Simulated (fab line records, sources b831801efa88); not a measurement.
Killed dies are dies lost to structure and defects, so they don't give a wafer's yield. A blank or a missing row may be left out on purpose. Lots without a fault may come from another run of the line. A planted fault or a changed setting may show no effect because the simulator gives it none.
A struck lot beside a sound one | flow sky130 | 18 steps out of a route of 708
Sound: wafers L611.1, L611.4, L611.5. Struck: wafers L618.1, L618.2, L618.3. The cause comes at the end.
At each step with rows: each side's tool, then ch and its chambers, then its first start. Under that, the readings that differ: sound wafers | struck wafers | difference of the means | sigmas: that difference in standard deviations of wafers without a fault.
alike: readings whose means differ by less than 2 such deviations, and words and numbers that are the same on both sides. not compared: withheld readings, readings that some wafer has no value for, bounds like >300 that may hide the same value, and numbers for which the record gives no deviation and whose values overlap.
The two part at a step that has a row with sigmas, a row that says differs or no value, or rows on one side only. Numbers that don't overlap but have no deviation are shown without sigmas and don't part them. A reading that every wafer of one side lacks parts them only if that side has two wafers or more.

SKY_METAL4_STRIP_19: strips in O2/N2.
  sound on plasma_asher-01 ch 0,1, day 44 03:41; struck on plasma_asher-01 ch 0,1, day 46 11:20
  alike: drypump_motor_current_A, oes_product_au, strip_time_to_endpoint_s
  not compared: rf_hours_counter_h
then, 4 steps without rows for these wafers: SKY_METAL4_STRIP_20 (strips in post etch residue remover, time 1200 s); SKY_METAL4_CLEAN_21 (cleans in IPA, time 180 s); SKY_METAL4_CLEAN_22 (cleans in O3/DIW); SKY_VIA4_HDPCVD_00 (deposits SiO2, target thk 1750 nm, time 291.7 s).
SKY_VIA4_THK_MEAS_01:
  sound on film_metro-03, day 44 04:33; struck on film_metro-04, day 46 12:09
  alike: VIA4_HDPCVD_THK
SKY_VIA4_CMP_02: polishes SiO2.
  sound on cmp-01 ch 0,1, day 44 04:40; struck on cmp-01 ch 1,2,3, day 46 12:16
  alike: motor_current_A
SKY_VIA4_BOW_MEAS_03:
  sound on film_metro-03, day 44 04:55; struck on film_metro-04, day 46 12:31
  alike: VIA4_BOW
then, 4 steps without rows for these wafers: SKY_VIA4_DEHYDRATE_04 (time 60 s); SKY_VIA4_HMDS_05 (prime time 60 s); SKY_VIA4_COAT_06 (resist thk 1140 nm); SKY_VIA4_SOFTBAKE_07 (time 60 s).
SKY_VIA4_EXPOSE_08: exposes mask VIM4, target cd 800 nm.
  sound on iline_stepper-02 ch 0, day 44 16:34; struck on iline_stepper-01 ch 0, day 46 22:35
  reading                      | sound                | struck            | difference | sigmas
  model.VIA4.overlay_x_nm (nm) | -1.293 -1.293 -1.293 | 132.3 132.3 132.3 | +133.6     |
  alike: mask
then, 2 steps without rows for these wafers: SKY_VIA4_PEB_09; SKY_VIA4_DEVELOP_10 (develop time 60 s).
SKY_VIA4_OVL_MEAS_11:
  sound on overlay-02, day 45 02:58; struck on overlay-01, day 47 08:44
  reading       | sound          | struck            | difference | sigmas
  VIA4_OVL (nm) | -2.6 -1.7 -1.9 | 133.6 131.8 133.4 | +135.0     | +96
SKY_VIA4_ETCH_12: etches SiO2 in C4F8/O2/Ar, stops on TiN, target depth 580 nm.
  sound on rie_diel-01 ch 1,2,3, day 45 03:01; struck on rie_diel-01 ch 1,2,3, day 47 08:46
  alike: oes_product_au
-- the record jumps here: 2 days lie between the struck wafers' starts before and after (it left off in module VIA4 and takes up again in module PAD_OPEN, whose first step shown is number 708 of the route) --
SKY_PAD_OPEN_PROBE_99:
  the record has rows for the struck wafers here (prober-02, day 49 20:31) and none for the sound ones

WHERE THEY PART
First at SKY_VIA4_OVL_MEAS_11; last, within this record, at SKY_PAD_OPEN_PROBE_99.

WHY: what the simulator had put in
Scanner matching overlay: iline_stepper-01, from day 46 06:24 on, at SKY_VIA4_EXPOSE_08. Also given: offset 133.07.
